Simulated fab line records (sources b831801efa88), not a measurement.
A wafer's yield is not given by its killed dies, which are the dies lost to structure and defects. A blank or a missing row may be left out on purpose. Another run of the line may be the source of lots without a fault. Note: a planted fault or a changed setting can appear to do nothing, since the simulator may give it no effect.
Problem report in the 8D (eight disciplines) form, filled by code || flow sky130 || the parts of the form that need people (team, actions taken, sign-off) are left out

## 1. WHAT IS WRONG
timeToEndpointS at SKY_VIA1_CMP_24 reads a mean of 33 s on 2 wafers of 2 lots; wafers without a fault read 65 s with a standard deviation of 4.3. That puts it -7.4 standard deviations away from the usual mean.
The step: polishes, stops on SiO2, t overpolish 15 s, target thk 0 nm.
Earliest sighting: wafer L939.4 on cmp-02 at day 39 06:23. The record has a number at this step for 18 wafers belonging to 6 lots. Rule for "out" (also "out of limits"): further than 4 standard deviations from the usual mean. All remaining wafers that have a number are taken as sound.

## 2. WHAT IT IS, WHAT IT ISN'T
{"question": "which readings at this step", "is": "timeToEndpointS", "is not": "motorCurrentA, overpolishRunS, platenRpm"}
{"question": "which lots", "is": "L939, L940", "is not": "L927, L930, L933, L938"}
{"question": "which wafers of those lots", "is": "L939.4, L940.2", "is not": "L939.3, L939.6, L940.3, L940.6"}
{"question": "read on which tools", "is": "cmp-02", "is not": "cmp-01"}
{"question": "when", "is": "from day 39 06:23", "is not": "up to then (14 sound wafers); but 2 sound wafers of L940 came after"}

## 3. SUSPECTS, AND WHAT RULES EACH OUT
Counting: if a tool at a process step up to the reading ran every lot that is out, it stays a suspect. Sound lots after the first of them don't rule it out here, since some wafers of a struck lot are sound.
- cmp-02 at SKY_VIA1_CMP_24 (polishes, stops on SiO2, t overpolish 15 s, target thk 0 nm): kept. Ran every lot that is out, first one L939 (day 39 06:23); last sound lot up to then L938 (day 39 04:47). Its own readings are out on those wafers: timeToEndpointS.
- In cmp-02 at SKY_VIA1_CMP_24, the wafers that are out were processed in chamber 2 and their sound lot-mates in chambers 0, 3.
After counting, what remains is cmp-02 at SKY_VIA1_CMP_24.

## 4. THE CAUSE (what the simulator had put in)
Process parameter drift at SKY_VIA1_CMP_24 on cmp-02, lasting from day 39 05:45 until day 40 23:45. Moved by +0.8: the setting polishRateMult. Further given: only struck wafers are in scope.
The count eliminated every tool but this one.

## 5. THE EFFECT CHAIN, in route order
Rows list readings where the struck wafers' mean (over those with a number) sits beyond 3 standard deviations from the usual. Scope: only readings with a usual standard deviation given in the record; hours: median across lots of the time from each lot's start at the first step in this table that gives one to its start at this step; sigmas: change in usual standard deviations.
{"hours": 0, "step": "SKY_VIA1_CMP_24", "reading": "timeToEndpointS", "usual": "65 s", "on struck wafers": 33, "change": -32, "sigmas": -7.4}
Here are the process steps it includes:
- SKY_VIA1_CMP_24: polishes, stops on SiO2, t overpolish 15 s, target thk 0 nm.
Later steps that measure or inspect, where all struck wafers having a row at the step show a number for every such reading and not one has moved that far: SKY_METAL2_RS_MEAS_05, SKY_METAL2_THK_MEAS_06, SKY_METAL2_CD_MEAS_15, SKY_METAL2_OVL_MEAS_16.

## 6. HOW IT WOULD HAVE BEEN CAUGHT EARLIER
In this record the first reading out of limits was taken at day 39 06:23, 1 hour after the fault began at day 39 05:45.
